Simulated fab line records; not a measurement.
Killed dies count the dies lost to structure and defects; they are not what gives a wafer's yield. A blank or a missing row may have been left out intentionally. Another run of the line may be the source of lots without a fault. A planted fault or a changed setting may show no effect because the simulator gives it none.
Code-filled problem report in 8D (eight disciplines) form    flow sky130    the parts of the form that need people (team, actions taken, sign-off) are left out

== 1. THE ISSUE ==
Mean SD_N_RS at SKY_SD_N_RS_MEAS_16: 71.64 ohm/sq over 6 wafers in 2 lots; fault-free wafers: 68.56 ohm/sq, standard deviation 0.081. Measured from the usual mean, that is +38 standard deviations.
The step: measures by four-point-probe.
First seen on wafer L975.3, day 30 02:16, on filmMetro-03. The record has a number at this step for 36 wafers belonging to 12 lots. Rule for "out", or "out of limits": more than 4 standard deviations from the usual mean. The other wafers with a number count as sound.

== 2. WHAT IT IS, WHAT IT ISN'T ==
question                     is                          is not
which readings at this step  SD_N_RS                     -
which lots                   L975, L977                  L970, L972, L973, L976, L985, L988, L989, L991, L992, L993
which wafers of those lots   all that have a number      -
read on which gauges         filmMetro-02, filmMetro-03  filmMetro-01
when                         from day 30 02:16           up to then (9 sound wafers); but 21 sound wafers of L976, L985, L988, L989, L991, L992, L993 came after

== 3. SUSPECTS, AND WHAT RULES EACH OUT ==
Counting: a tool at a process step up to the reading stays a suspect if it ran every lot that is out and no sound lot after the first of them.
- the gauge at SKY_SD_N_RS_MEAS_16 has been ruled out. 2 gauges (filmMetro-02, filmMetro-03) read the wafers that are out.
- rtpAnneal-02 at SKY_SD_N_RTA_14 (time 2 s): ruled out as a lasting fault. Sound lots L985, L989, L991, L993 ran on it after its first lot that is out, L975 (day 30 02:04).
Left after counting: nothing in the record.

== 4. THE CAUSE (what the simulator had put in) ==
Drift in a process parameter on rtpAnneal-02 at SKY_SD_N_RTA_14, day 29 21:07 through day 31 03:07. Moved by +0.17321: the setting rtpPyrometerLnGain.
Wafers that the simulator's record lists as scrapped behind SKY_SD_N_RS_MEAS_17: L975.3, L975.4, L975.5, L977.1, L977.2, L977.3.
The count ruled it out by mistake, since the rule takes a fault to strike every lot its tool runs from the start of the fault on, and this one did not do so.

== 5. THE EFFECT CHAIN, in route order ==
Each row: a reading whose mean over the struck wafers that have a number lies more than 3 standard deviations from the usual. Scope: only readings with a usual standard deviation given in the record; hours: median across lots of the time from each lot's start at the first step in this table that gives one to its start at this step; sigmas: change in usual standard deviations.
hours  step                 reading       usual         on struck wafers  change  sigmas
0      SKY_SD_N_RTA_14      lampPowerPct  15.74 %       15.07             -0.67   -13
0      SKY_SD_N_RS_MEAS_16  SD_N_RS       68.56 ohm/sq  71.64             +3.08   +38
7      SKY_SD_N_RS_MEAS_17  SD_P_RS       147.1 ohm/sq  165.2             +18.1   +52
Here are the process steps it includes:
- SKY_SD_N_RTA_14: time 2 s.

== 6. WHAT WOULD HAVE CAUGHT IT SOONER ==
In this record the first reading out of limits at a measuring or inspecting step was taken at day 30 02:16, 5 hours after the fault began at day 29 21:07.
The tool's own readings at SKY_SD_N_RTA_14 were out on every struck wafer that the step has a row for (lampPowerPct): an alarm limit on them would have fired on the first of those.
